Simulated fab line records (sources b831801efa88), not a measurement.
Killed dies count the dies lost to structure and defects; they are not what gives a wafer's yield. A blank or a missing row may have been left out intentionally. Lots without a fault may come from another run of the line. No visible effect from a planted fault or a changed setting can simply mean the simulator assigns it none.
Which tool is to blame? :: flow sky130 :: at 1 step of a route of 708, 14 lots with 42 wafers sampled

WHAT EACH GAUGE READ, for each wafer
The record holds no reading of a measuring or inspecting step that can be judged against a usual standard deviation.

WHICH TOOL RAN EACH LOT (tool, then ch and the chambers of the sampled wafers, then the start)
lot: L820
SKY_VIA1_PEB_10: litho_track-02 ch 0, day 34 16:00

lot: L821
SKY_VIA1_PEB_10: litho_track-04 ch 0, day 35 00:00

lot: L822
SKY_VIA1_PEB_10: litho_track-03 ch 0, day 35 10:00

lot: L824
SKY_VIA1_PEB_10: litho_track-02, day 35 21:00

lot: L823
SKY_VIA1_PEB_10: litho_track-03, day 36 01:00

lot: L831
SKY_VIA1_PEB_10: litho_track-03 ch 0, day 38 02:00

lot: L833
SKY_VIA1_PEB_10: litho_track-03 ch 0, day 38 17:00

lot: L834
SKY_VIA1_PEB_10: litho_track-04 ch 0, day 38 23:00

lot: L836
SKY_VIA1_PEB_10: litho_track-03 ch 0, day 39 13:00

lot: L838
SKY_VIA1_PEB_10: litho_track-03 ch 0, day 40 02:00

lot: L839
SKY_VIA1_PEB_10: litho_track-02 ch 0, day 40 11:00

lot: L841
SKY_VIA1_PEB_10: litho_track-04 ch 0, day 41 01:00

lot: L840
SKY_VIA1_PEB_10: litho_track-02 ch 0, day 41 07:00

lot: L842
SKY_VIA1_PEB_10: litho_track-02 ch 0, day 41 08:00
- SKY_VIA1_PEB_10

AS READ BY THE TOOLS THEMSELVES (means over the sampled wafers that have a number; for cases with no such wafer, the mark the record gives instead)
SKY_VIA1_PEB_10.
lot: L820
tool: litho_track-02
exhaust_pa (Pa): 44.8

lot: L821
tool: litho_track-04
exhaust_pa (Pa): 43.8

lot: L822
tool: litho_track-03
exhaust_pa (Pa): 44.7

lot: L824
tool: litho_track-02
exhaust_pa (Pa): -

lot: L823
tool: litho_track-03
exhaust_pa (Pa): -

lot: L831
tool: litho_track-03
exhaust_pa (Pa): 44.4

lot: L833
tool: litho_track-03
exhaust_pa (Pa): 45.3

lot: L834
tool: litho_track-04
exhaust_pa (Pa): 44.4

lot: L836
tool: litho_track-03
exhaust_pa (Pa): 45.5

lot: L838
tool: litho_track-03
exhaust_pa (Pa): 44.5

lot: L839
tool: litho_track-02
exhaust_pa (Pa): 44.8

lot: L841
tool: litho_track-04
exhaust_pa (Pa): 44.7

lot: L840
tool: litho_track-02
exhaust_pa (Pa): 46.1

lot: L842
tool: litho_track-02
exhaust_pa (Pa): 44.2

THE ANSWER, worked out from the rows above alone
Rule: the usual values come from the lots themselves. The widest of any qualifying gaps counts: lots, ordered by their means at a reading, are off when they make up no more than a third of the lots, leave a main group of 4 or more, and stand apart from it by 3 or more times the standard deviation of that group's means. A main group whose means are all the same, to the digits that the tables above print for the reading, isn't used. Also off: a lot with no number at a reading for which 4 or more lots have one. Where the step has rows for the other lots, those lots are counted as sound. After the gauges, taken in route order, come the tools' own readings; for these a lot's mean is taken, as printed above. The first step at which some lot is off is used, and at that step the reading that is off furthest; a lot without a number counts as furthest.
Off: L824, L823, at SKY_VIA1_PEB_10 (exhaust_pa). Without a number there: L824, L823. The main group: mean 44.8 Pa, standard deviation 0.59.
If a tool, at that step or one of the process steps before it, ran each lot that is off and ran no sound lot following the first of them, it fits. None of those tried fits.

WHAT THE SIMULATOR HAD INSERTED
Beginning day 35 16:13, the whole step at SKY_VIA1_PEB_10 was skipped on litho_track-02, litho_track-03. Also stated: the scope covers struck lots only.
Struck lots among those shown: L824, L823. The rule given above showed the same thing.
